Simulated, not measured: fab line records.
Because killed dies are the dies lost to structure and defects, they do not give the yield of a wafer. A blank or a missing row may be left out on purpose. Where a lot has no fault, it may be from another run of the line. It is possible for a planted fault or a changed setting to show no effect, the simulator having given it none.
Which tool is to blame?	flow gf180mcu	7 lots with 21 wafers sampled at 3 steps, on a route of 602 steps

## WHAT EACH GAUGE READ, for each wafer
GF_MVSD_TW_MEAS_11.
lot	measured	on	MVSD_TW
L675	day 5 04:35	film metro-04	1579 1574 1573
L677	day 5 14:25	film metro-04	1567 1570 1574
L679	day 6 08:19	film metro-03	1575 1566 1575
L681	day 6 16:08	film metro-03	1573 1562 1562
L688	day 8 05:44	film metro-03	1577 1576 1583
L691	day 9 01:28	film metro-04	1562 1566 1569
L693	day 9 21:17	film metro-03	1563 1557 1569

## WHICH TOOL RAN EACH LOT (tool, then ch and the chambers of the sampled wafers, then the start)
lot	GF_STI_WET_ETCH_28	GF_LVPWELL_STRIP_10
L675	wet bench-03 ch 1, day 2 20:35	plasma asher-01 ch 0,1, day 4 14:12
L677	wet bench-03 ch 3, day 3 05:58	plasma asher-02 ch 0,1, day 5 00:00
L679	wet bench-04 ch 3, day 3 22:08	plasma asher-01 ch 0,1, day 5 16:52
L681	wet bench-03 ch 0, day 4 03:11	plasma asher-01 ch 0,1, day 6 00:27
L688	wet bench-03 ch 1, day 5 13:58	plasma asher-04 ch 0,1, day 7 13:27
L691	wet bench-01 ch 3, day 6 07:10	plasma asher-04 ch 0,1, day 8 07:57
L693	wet bench-01 ch 3, day 6 21:27	plasma asher-04 ch 0,1, day 9 03:00
- GF_STI_WET_ETCH_28: etches SiO2 in dHF, target depth 20 nm, time 40 s.
- GF_LVPWELL_STRIP_10: strips in O2/N2.

## THE ANSWER, worked out from the rows above alone
Rule: the lots themselves supply what counts as usual. The widest of any qualifying gaps counts: lots, ordered by their means at a reading, are off when they make up no more than a third of the lots, leave a main group of 4 or more, and stand apart from it by 3 or more times the standard deviation of that group's means. If all means in a main group match to the digits the tables above print for the reading, that group is not used. A lot without any number at a reading at which 4 lots or more have one is off too. The other lots that the step has rows for count as sound.
Across all readings shown, no lot is off: no conclusion can be drawn from this.

## WHAT HAD BEEN PUT IN BY THE SIMULATOR
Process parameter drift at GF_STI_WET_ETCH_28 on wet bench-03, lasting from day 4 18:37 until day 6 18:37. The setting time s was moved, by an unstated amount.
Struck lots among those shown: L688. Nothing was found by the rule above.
